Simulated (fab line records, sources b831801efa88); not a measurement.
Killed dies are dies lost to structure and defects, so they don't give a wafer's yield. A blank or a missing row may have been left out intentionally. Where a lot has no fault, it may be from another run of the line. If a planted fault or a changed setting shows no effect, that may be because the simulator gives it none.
A lot that was struck, set against a sound lot ; flow sfq-line ; 25 steps out of a route of 325
Sound: these wafers, L957.1, L957.2, L957.4. Struck: wafer L965.5 (L965.1, L965.3, from the same lot, were not struck and are left out); the cause is given at the end.
At each step with rows: each side's tool, then ch and its chambers, then its first start. Under that, the readings that differ: sound wafers ; struck wafers ; difference of the means ; sigmas: that difference in standard deviations of wafers without a fault.
alike: readings with means less than 2 such deviations apart, plus words and numbers identical on both sides. not compared: withheld readings, readings lacking a value on some wafer, bounds such as >300 that could conceal the same value, and numbers that have no deviation in the record and whose values overlap.
The two part at a step that has a row with sigmas, a row that says differs or no value, or rows on one side only. Numbers that have no deviation but don't overlap get no sigmas and don't part them. Lack of a reading on every wafer of one side parts them only where that side has two or more wafers.

first, 6 steps without rows for these wafers: SFQ_TRILAYER_M7_LITHO_COAT_182 (resist thk 62 nm); SFQ_TRILAYER_M7_LITHO_COAT_177 (resist thk 600 nm); SFQ_TRILAYER_M7_LITHO_SOFTBAKE_181; SFQ_TRILAYER_M7_LITHO_EXPOSE_178 (exposes mask M7, target cd 500 nm); SFQ_TRILAYER_M7_LITHO_PEB_180 (peb time 60 s); SFQ_TRILAYER_M7_LITHO_DEVELOP_179 (time 60 s).
SFQ_M7_OVL_MEAS_945:
  sound on overlay-01, day 78 18:55; struck on overlay-01, day 83 22:04
  alike: M7_OVL
SFQ_TRILAYER_M7_BARC_OPEN_METAL_ETCH_229: etches BARC in O2, target depth 125 nm, time 41.7 s.
  sound on rie-metal-03 ch 0,1, day 78 18:57; struck on rie-metal-04 ch 1, day 83 22:07
  alike: drypump-motor-current-A, oes-product-au
  not compared: rf-hours-counter-h
then, 1 step without rows for these wafers: SFQ_TRILAYER_M7_ETCH_METAL_ETCH_180 (etches Nb in Cl2/Ar, stops on SiO2, target depth 240 nm, time 120 s).
SFQ_TRILAYER_M7_STRIP_STRIP_181: strips in O2.
  sound on rie-metal-03 ch 0,1, day 78 19:11; struck on rie-metal-04 ch 1, day 83 22:18
  alike: drypump-motor-current-A, oes-product-au
  not compared: rf-hours-counter-h
then, 1 step without rows for these wafers: SFQ_TRILAYER_M7_STRIP_SOLV_CLEAN_182 (cleans in NMP, time 600 s).
SFQ_TRILAYER_I7_DEP_PECVD_183: deposits SiO2 from SiH4/N2O, time 111.11 s, target thk 500 nm.
  sound on pecvd-03 ch 1,2, day 78 20:10; struck on pecvd-03 ch 1, day 83 23:04
  alike: heater-power-w, showerhead-vpp-V, throttle-valve-pct
SFQ_TRILAYER_I7_CMP_CMP_184: polishes SiO2.
  sound on cmp-01 ch 0,2,3, day 78 20:15; struck on cmp-02 ch 2, day 84 00:39
reading;sound;struck;difference;sigmas
time-to-endpoint-s (s);196 207 208;170;-34;-5
model.SiO2_of_TRILAYER_I7_DEP_PECVD_183.thk-nm (nm);200.9 200.9 201.3;248.8;+47.8;
  alike: motor-current-A, slurry-flow-ml-min
SFQ_I7_BOW_MEAS_946:
  sound on film-metro-02, day 78 23:15; struck on film-metro-01, day 84 02:09
  alike: I7_BOW
SFQ_TRILAYER_I7_METRO_MEASURE_185:
  sound on film-metro-02, day 78 23:22; struck on film-metro-01, day 84 02:16
reading;sound;struck;difference;sigmas
thk-nm (nm);201.0 200.8 201.3;248.7;+47.7;+50
then, 6 steps without rows for these wafers: SFQ_TRILAYER_I7_VIA_LITHO_COAT_192 (resist thk 62 nm); SFQ_TRILAYER_I7_VIA_LITHO_COAT_187 (resist thk 650 nm); SFQ_TRILAYER_I7_VIA_LITHO_SOFTBAKE_191; SFQ_TRILAYER_I7_VIA_LITHO_EXPOSE_188 (exposes mask I7, target cd 1000 nm); SFQ_TRILAYER_I7_VIA_LITHO_PEB_190 (peb time 60 s); SFQ_TRILAYER_I7_VIA_LITHO_DEVELOP_189 (time 60 s).
SFQ_I7_OVL_MEAS_947:
  sound on overlay-01, day 79 02:49; struck on overlay-02, day 84 13:28
  alike: I7_OVL
SFQ_TRILAYER_I7_VIA_BARC_OPEN_VIA_ETCH_260: etches BARC in O2, target depth 125 nm, time 41.7 s.
  sound on rie-diel-01 ch 0,2,3, day 79 02:51; struck on rie-diel-03 ch 3, day 84 13:31
  alike: drypump-motor-current-A, oes-product-au
  not compared: rf-hours-counter-h
SFQ_TRILAYER_I7_VIA_ETCH_VIA_ETCH_190: etches SiO2 in CHF3, stops on Nb, target depth 260 nm.
  sound on rie-diel-01 ch 0,2,3, day 79 02:53; struck on rie-diel-03 ch 3, day 84 13:33
reading;sound;struck;difference;sigmas
oes-product-au (a.u.);0.852 0.854 0.855;0.968;+0.114;+21
model.etch.depth-nm (nm);200.9 200.9 201.3;248.8;+47.8;
model.I7.feature-depth-nm (nm);200.9 200.9 201.3;248.8;+47.8;
  alike: drypump-motor-current-A
SFQ_TRILAYER_I7_VIA_STRIP_STRIP_191: strips in O2.
  sound on rie-metal-02 ch 0,1, day 79 03:01; struck on rie-metal-02 ch 0, day 84 13:40
  alike: drypump-motor-current-A, oes-product-au
  not compared: rf-hours-counter-h

WHERE THEY PART
Earliest at SFQ_TRILAYER_I7_CMP_CMP_184; latest, in this record, at SFQ_TRILAYER_I7_VIA_ETCH_VIA_ETCH_190. Later steps at which nothing parts them and some readings are alike: SFQ_TRILAYER_I7_VIA_STRIP_STRIP_191.

WHY: the cause the simulator had injected
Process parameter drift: cmp-02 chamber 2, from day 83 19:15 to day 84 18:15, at SFQ_TRILAYER_I7_CMP_CMP_184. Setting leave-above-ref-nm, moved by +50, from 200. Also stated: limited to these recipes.
